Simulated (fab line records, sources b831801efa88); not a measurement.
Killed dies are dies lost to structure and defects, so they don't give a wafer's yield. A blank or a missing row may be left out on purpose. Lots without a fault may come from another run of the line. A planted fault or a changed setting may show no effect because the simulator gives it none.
Which tool did it? | flow sky130 | 13 lots, 39 wafers sampled, at 2 steps of a route of 708

WHAT THE GAUGES READ, wafer by wafer
SKY_SD_P_OVL_MEAS_08.
lot  | measured     | on         | SD_P_OVL (nm)
L179 | day 25 16:07 | overlay-01 | -2.2 -2.2 -3.1
L182 | day 26 17:05 | overlay-01 | -3.0 -3.2 -2.9
L186 | day 28 07:34 | overlay-01 | 1.3 0.8 1.5
L190 | day 29 14:45 | overlay-01 | -1.4 -1.8 -0.1
L191 | day 29 17:01 | overlay-01 | -1.9 -1.1 -0.1
L193 | day 30 12:03 | overlay-01 | -0.5 -3.0 -2.7
L194 | day 30 23:01 | overlay-02 | -2.1 -2.1 -1.3
L195 | day 31 07:35 | overlay-01 | -0.2 -0.2 -0.5
L197 | day 31 22:45 | overlay-01 | -2.8 -3.1 -1.9
L198 | day 31 23:23 | overlay-01 | -2.3 -1.4 -1.1
L200 | day 32 16:08 | overlay-01 | 0.9 1.3 -1.7
L201 | day 32 20:40 | overlay-01 | -0.6 0.9 -0.5
L202 | day 33 08:23 | overlay-01 | -3.6 -0.3 0.0

WHICH TOOL RAN EACH LOT (tool, then ch and the chambers of the sampled wafers, then the start)
lot  | SKY_LDD_HVP_STRIP_09
L179 | plasma_asher-02 ch 0,1, day 21 19:59
L182 | plasma_asher-02 ch 0,1, day 22 21:03
L186 | plasma_asher-02 ch 0,1, day 24 12:43
L190 | plasma_asher-03 ch 0,1, day 25 21:29
L191 | plasma_asher-02 ch 0,1, day 25 23:24
L193 | plasma_asher-04 ch 0,1, day 26 20:07
L194 | plasma_asher-03 ch 0,1, day 27 05:36
L195 | plasma_asher-04 ch 0,1, day 27 14:51
L197 | plasma_asher-04 ch 1, day 28 04:51
L198 | plasma_asher-04 ch 0,1, day 28 07:03
L200 | plasma_asher-03 ch 0,1, day 29 02:14
L201 | plasma_asher-03 ch 1, day 29 05:50
L202 | plasma_asher-04 ch 0,1, day 29 18:02
- SKY_LDD_HVP_STRIP_09: strips in O2/N2.

WHAT THE TOOLS THEMSELVES READ (means of the sampled wafers that have a number; where no wafer has one, the mark that the record gives instead)
SKY_LDD_HVP_STRIP_09.
lot  | tool            | drypump_motor_current_A (A) | oes_product_au (a.u.) | strip_time_to_endpoint_s (s)
L179 | plasma_asher-02 | 5.3                         | 0.408                 | 4.136
L182 | plasma_asher-02 | 5.3                         | 0.407                 | 4.125
L186 | plasma_asher-02 | 5.3                         | 0.408                 | 4.137
L190 | plasma_asher-03 | 6.0                         | 0.414                 | 4.154
L191 | plasma_asher-02 | 5.1                         | 0.410                 | 4.147
L193 | plasma_asher-04 | 6.2                         | 0.409                 | 4.132
L194 | plasma_asher-03 | 6.0                         | 0.406                 | 4.136
L195 | plasma_asher-04 | 5.7                         | 0.409                 | 4.149
L197 | plasma_asher-04 | 5.3                         | 0.410                 | 4.144
L198 | plasma_asher-04 | 5.7                         | 0.410                 | 4.163
L200 | plasma_asher-03 | 6.0                         | 0.403                 | 4.144
L201 | plasma_asher-03 | 5.9                         | 0.410                 | 4.133
L202 | plasma_asher-04 | 5.7                         | 0.408                 | 4.131

THE ANSWER, worked out from the rows above alone
Rule: what is usual is taken from the lots themselves. Put in order of their means at a reading, lots are off if they are a third of the lots or fewer, leave a main group of 4 or more, and stand apart from it by a gap of 3 or more times the standard deviation of the main group's means; of several such gaps the widest counts. A main group whose means are all the same, to the digits that the tables above print for the reading, isn't used. A lot without any number at a reading at which 4 lots or more have one is off too. The other lots that the step has rows for count as sound. The gauges are gone through in route order, then the tools' own readings, and for those a lot's mean is taken as printed above. The first step at which some lot is off is used, and at that step the reading that is off furthest; a lot without a number counts as furthest.
No lot is off at any reading shown: from this, nothing can be told.

WHAT THE SIMULATOR HAD PUT IN
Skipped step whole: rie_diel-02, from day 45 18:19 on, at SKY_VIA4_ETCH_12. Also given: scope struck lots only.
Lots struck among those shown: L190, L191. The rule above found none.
